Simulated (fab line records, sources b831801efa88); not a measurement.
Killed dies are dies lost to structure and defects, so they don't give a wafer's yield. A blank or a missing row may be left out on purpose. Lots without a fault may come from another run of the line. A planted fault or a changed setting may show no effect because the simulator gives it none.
Which tool did it? | flow gf180mcu | 12 lots, 36 wafers sampled, at 1 step of a route of 602

WHAT THE GAUGES READ, wafer by wafer
GF_M2_OVL_MEAS_15.
lot  | measured     | on         | M2_OVL (nm)
L516 | day 19 06:28 | overlay-02 | 7 -1 -5
L517 | day 19 13:49 | overlay-01 | -8 2 5
L520 | day 20 21:25 | overlay-02 | -6 5 -4
L522 | day 21 17:41 | overlay-02 | -1 4 0
L524 | day 22 12:43 | overlay-01 | -9 1 -1
L525 | day 23 01:10 | overlay-01 | -4 -5 -1
L526 | day 23 09:23 | overlay-01 | 3 -4 -8
L527 | day 23 10:31 | overlay-01 | -5 -8 0
L536 | day 26 08:46 | overlay-02 | -7 -4 -6
L537 | day 26 13:19 | overlay-01 | -9 -8 -2
L538 | day 26 17:40 | overlay-01 | -14 -13 -8
L539 | day 27 02:25 | overlay-02 | -10 -5 -1

WHICH TOOL RAN EACH LOT (tool, then ch and the chambers of the sampled wafers, then the start)
The record holds no process step before these readings.

WHAT THE TOOLS THEMSELVES READ (means of the sampled wafers that have a number; where no wafer has one, the mark that the record gives instead)
The record holds no such reading with a usual standard deviation.

THE ANSWER, worked out from the rows above alone
Rule: what is usual is taken from the lots themselves. Put in order of their means at a reading, lots are off if they are a third of the lots or fewer, leave a main group of 4 or more, and stand apart from it by a gap of 3 or more times the standard deviation of the main group's means; of several such gaps the widest counts. A main group whose means are all the same, to the digits that the tables above print for the reading, isn't used. A lot without any number at a reading at which 4 lots or more have one is off too. The other lots that the step has rows for count as sound. The gauges are gone through in route order, then the tools' own readings, and for those a lot's mean is taken as printed above. The first step at which some lot is off is used, and at that step the reading that is off furthest; a lot without a number counts as furthest.
No lot is off at any reading shown: from this, nothing can be told.

WHAT THE SIMULATOR HAD PUT IN
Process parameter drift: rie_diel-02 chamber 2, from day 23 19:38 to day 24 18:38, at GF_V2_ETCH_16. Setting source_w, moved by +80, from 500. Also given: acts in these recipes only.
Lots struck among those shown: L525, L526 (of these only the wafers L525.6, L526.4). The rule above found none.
